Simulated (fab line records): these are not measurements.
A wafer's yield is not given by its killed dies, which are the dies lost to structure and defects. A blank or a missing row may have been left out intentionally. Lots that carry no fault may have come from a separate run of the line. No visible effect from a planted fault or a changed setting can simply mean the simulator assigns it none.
Chamber matching ; flow gf180mcu ; GF_V4_CVD_02 on pecvd-04: 3 sister chambers
The step deposits SiO2 from TEOS, target thk 850 nm, time 94.851 s. 3 wafers are shown with their chamber, then 7 later ones without.

== WAFERS WITH THEIR CHAMBER ==
wafer;chamber;heater power w (W)
L210.5;2;732
L211.3;1;661
L211.4;0;658

== WAFERS MISSING THEIR CHAMBER ==
wafer;heater power w (W)
L211.5;552
L215.2;696
L215.3;603
L215.4;648
L220.2;607
L220.5;601
L220.6;702

== EACH ONE'S CHAMBER ==
wafer;from the rows above;in truth
L211.5;can't be placed: 0 or 1 or 2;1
L215.2;can't be placed: 1 or 2 or 0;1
L215.3;can't be placed: 0 or 1 or 2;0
L215.4;can't be placed: 0 or 1 or 2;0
L220.2;can't be placed: 0 or 1 or 2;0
L220.5;can't be placed: 0 or 1 or 2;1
L220.6;can't be placed: 2 or 1 or 0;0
0 of 7 placed correctly. Can't be placed from these rows: 7 (the true chamber is among the candidates in 7). Placed wrongly: 0.
How it was worked out, from the rows above alone: a wafer's distance from a chamber is the root of the sum, over the readings, of the square of ((its reading less the chamber's mean) divided by the reading's scatter). If the next closest chamber is less than 2 further off than the closest, the wafer can't be placed; otherwise it belongs to the closest. For every chamber, the mean is computed from those of its wafers that are shown. The scatter: root of mean squared gap, hidden wafer to nearest shown wafer, with one shown wafer a chamber.
